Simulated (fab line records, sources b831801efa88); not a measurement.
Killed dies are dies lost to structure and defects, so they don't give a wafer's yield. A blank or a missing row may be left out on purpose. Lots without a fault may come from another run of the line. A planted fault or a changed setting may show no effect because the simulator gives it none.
One fault seen from 2 desks | flow gf180mcu | each desk has only its own numbers; what lay behind them comes last

THE TOOL OWNER'S DESK: litho_track-02
The tool's own readings at GF_POLY_GATE_SOFTBAKE_06 (time 60 s): means of the sampled wafers that have a number, for each lot that ran on this tool. A lot is out of limits, marked OUT, if its mean lies more than 4 standard deviations from the usual mean; the brackets give that distance.
Columns: A = chill_plate_temp_C at GF_POLY_GATE_SOFTBAKE_06, usual 23.01 C; B = exhaust_pa at GF_POLY_GATE_SOFTBAKE_06, usual 45.1 Pa; C = heater_power_total_W at GF_POLY_GATE_SOFTBAKE_06, usual 93.05 W; D = run_length_s at GF_POLY_GATE_SOFTBAKE_06, usual 89.34 s
lot  | first seen here | A     | B    | C               | D
L198 | day 8 19:00     | 23.07 | 43.9 | 93.04           | 89.46
L200 | day 9 13:00     | 22.93 | 45.8 | 96.63 (+63) OUT | 83.50 (-28) OUT
L201 | day 9 21:00     | 23.04 | 45.3 | 96.62 (+63) OUT | 83.29 (-29) OUT
L203 | day 10 12:00    | 22.97 | 44.8 | 95.45 (+42) OUT | 85.41 (-19) OUT
L212 | day 13 03:00    | 22.89 | 45.0 | 93.04           | 89.53
L213 | day 13 09:00    | 22.95 | 45.4 | 93.06           | 89.42
L214 | day 13 11:00    | 23.12 | 45.4 | 93.06           | 89.45
L215 | day 13 20:00    | 23.03 | 45.0 | 93.06           | 89.49
L219 | day 15 00:00    | 22.93 | 44.9 | 92.99           | 89.55
This desk's finding: out of limits on L200, L201, L203; first on L200, day 9 13:00 (heater_power_total_W at GF_POLY_GATE_SOFTBAKE_06). In limits: L198, L212, L213, L214, L215, L219.

THE METROLOGY DESK
What the gauges read, lot by lot, whatever tool the lot ran on: means of the sampled wafers that have a number. A lot is out of limits, marked OUT, if its mean lies more than 4 standard deviations from the usual mean; the brackets give that distance.
Columns: A = VT_IMPLANT_02_OVL at GF_VT_IMPLANT_OVL_MEAS_29, usual -0.7 nm; B = cd_nm at GF_POLY_GATE_CD_MEAS_18, usual 279.4 nm
lot  | first seen here | A    | B
L198 | day 6 20:03     | 0.4  | 279.8
L200 | day 7 11:52     | 1.4  | 281.6
L201 | day 7 20:34     | -0.7 | 279.5
L202 | day 8 00:58     | -0.5 | 278.6
L203 | day 8 10:31     | 0.7  | 280.8
L209 | day 9 20:22     | -1.1 | 280.3
L212 | day 10 21:48    | -1.2 | 281.5
L213 | day 11 02:46    | -2.7 | 278.8
L214 | day 11 04:47    | -1.1 | 278.9
L215 | day 11 10:54    | 0.3  | 281.1
L217 | day 12 03:55    | 0.0  | 281.5
L218 | day 12 09:04    | -0.1 | 277.6
L219 | day 12 16:25    | 0.6  | 280.1
L220 | day 12 20:17    | -1.5 | 278.5
This desk's finding: nothing out of limits on any of the 14 lots.

PUT TOGETHER
The tool owner's desk could have raised an alarm at day 9 13:00, on L200, L201, L203.
The metrology desk saw nothing out of limits.
The metrology desk has L200, L201, L203 on record, within its limits.
Of the lots named, all ran GF_POLY_GATE_SOFTBAKE_06 on litho_track-02.

WHAT THE SIMULATOR HAD PUT IN
Process parameter drift: litho_track-02, from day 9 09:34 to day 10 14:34, at GF_POLY_GATE_SOFTBAKE_06. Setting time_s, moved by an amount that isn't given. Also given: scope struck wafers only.
Lots struck among those shown: L200, L201, L203.
Hours from the fault's start to each desk's first reading out of limits: the tool owner's desk, 3.
